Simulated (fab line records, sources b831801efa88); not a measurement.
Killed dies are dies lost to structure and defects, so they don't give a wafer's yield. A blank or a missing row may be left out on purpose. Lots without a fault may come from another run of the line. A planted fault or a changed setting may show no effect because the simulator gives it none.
Tool commonality check | flow sky130 | 12 lots, 36 wafers sampled

WHY IT WAS OPENED
At SKY_VT_ADJUST_LVTN_TW_MEAS_10 the reading VT_ADJUST_LVTN_TW is flagged on 2 of 12 lots. Wafers without a fault read 238.7, standard deviation 1.4.
Rule: a lot is flagged when every wafer of it that has a number lies more than 4 standard deviations from that mean, or none has a number. The other lots count as sound.

lot  | measured     | on            | VT_ADJUST_LVTN_TW, wafer by wafer | flag
L885 | day 7 03:58  | film_metro-02 | 239.4 238.0 239.4                 |
L887 | day 7 14:05  | film_metro-04 | 239.0 237.7 238.5                 |
L891 | day 8 14:10  | film_metro-03 | 240.7 241.7 240.8                 |
L895 | day 9 23:57  | film_metro-03 | 240.0 240.4 239.2                 |
L898 | day 10 15:28 | film_metro-03 | 239.7 239.6 238.3                 |
L899 | day 10 23:07 | film_metro-03 | 240.4 241.1 239.4                 |
L901 | day 11 05:58 | film_metro-02 | 238.7 238.4 238.9                 |
L904 | day 11 23:49 | film_metro-03 | 272.9 272.4 273.0                 | FLAGGED
L905 | day 12 08:16 | film_metro-02 | 238.4 238.8 240.1                 |
L906 | day 12 15:11 | film_metro-03 | 275.9 276.0 275.5                 | FLAGGED
L907 | day 12 23:46 | film_metro-04 | 236.8 237.3 236.4                 |
L908 | day 13 08:22 | film_metro-04 | 238.5 238.6 239.6                 |
The numbers of the flagged lots are 274.3 on average: +35.6 against the usual, or +25 standard deviations.

WHICH TOOL RAN EACH LOT
The record holds 1 process step before the reading, out of a route of 708 steps. In each cell: the tool, then ch and the chambers that the sampled wafers went through, then the start.
lot  | flag    | SKY_VT_ADJUST_LVTN_IMPLANT_08
L885 |         | implanter-02 ch 0, day 7 03:43
L887 |         | implanter-04 ch 0, day 7 13:50
L891 |         | implanter-04 ch 0, day 8 13:55
L895 |         | implanter-01 ch 0, day 9 23:42
L898 |         | implanter-01 ch 0, day 10 15:15
L899 |         | implanter-02 ch 0, day 10 22:52
L901 |         | implanter-04 ch 0, day 11 05:43
L904 | FLAGGED | implanter-02 ch 0, day 11 23:34
L905 |         | implanter-01 ch 0, day 12 08:01
L906 | FLAGGED | implanter-02 ch 0, day 12 14:58
L907 |         | implanter-04 ch 0, day 12 23:33
L908 |         | implanter-04 ch 0, day 13 08:08
What these steps do:
- SKY_VT_ADJUST_LVTN_IMPLANT_08
- SKY_VT_ADJUST_LVTN_TW_MEAS_10

FLAGGED OVER TOTAL, TOOL BY TOOL (the gauges that took the reading come last)
step                          | tool          | lots run | flagged | share of the flagged lots | sound lots run after its first flagged lot
SKY_VT_ADJUST_LVTN_IMPLANT_08 | implanter-01  | 3        | 0       | none                      | -
SKY_VT_ADJUST_LVTN_IMPLANT_08 | implanter-02  | 4        | 2       | all                       | 0
SKY_VT_ADJUST_LVTN_IMPLANT_08 | implanter-04  | 5        | 0       | none                      | -
SKY_VT_ADJUST_LVTN_TW_MEAS_10 | film_metro-02 | 3        | 0       | none                      | -
SKY_VT_ADJUST_LVTN_TW_MEAS_10 | film_metro-03 | 6        | 2       | all                       | 0
SKY_VT_ADJUST_LVTN_TW_MEAS_10 | film_metro-04 | 3        | 0       | none                      | -

WHAT THE TABLE ALLOWS
2 rows of the table ran every flagged lot: implanter-02 at SKY_VT_ADJUST_LVTN_IMPLANT_08, film_metro-03 at SKY_VT_ADJUST_LVTN_TW_MEAS_10.
- implanter-02 at SKY_VT_ADJUST_LVTN_IMPLANT_08: 2 of its 4 lots flagged. Its last sound lot is L899 (day 10 22:52), its first flagged lot L904 (day 11 23:34): a fault that began between those two fits. Its own readings lie more than 4 standard deviations out on every wafer of the flagged lots: dose_ions_cm2, faraday_current_uA.
- film_metro-03 at SKY_VT_ADJUST_LVTN_TW_MEAS_10: 2 of its 6 lots flagged. Its last sound lot is L899 (day 10 23:07), its first flagged lot L904 (day 11 23:49): a fault that began between those two fits.
Counting lots can't tell these 2 tools apart, because each fits a fault that began at some hour. More lots, or a look at what each step does to the wafer, might.

WHAT THE SIMULATOR HAD PUT IN
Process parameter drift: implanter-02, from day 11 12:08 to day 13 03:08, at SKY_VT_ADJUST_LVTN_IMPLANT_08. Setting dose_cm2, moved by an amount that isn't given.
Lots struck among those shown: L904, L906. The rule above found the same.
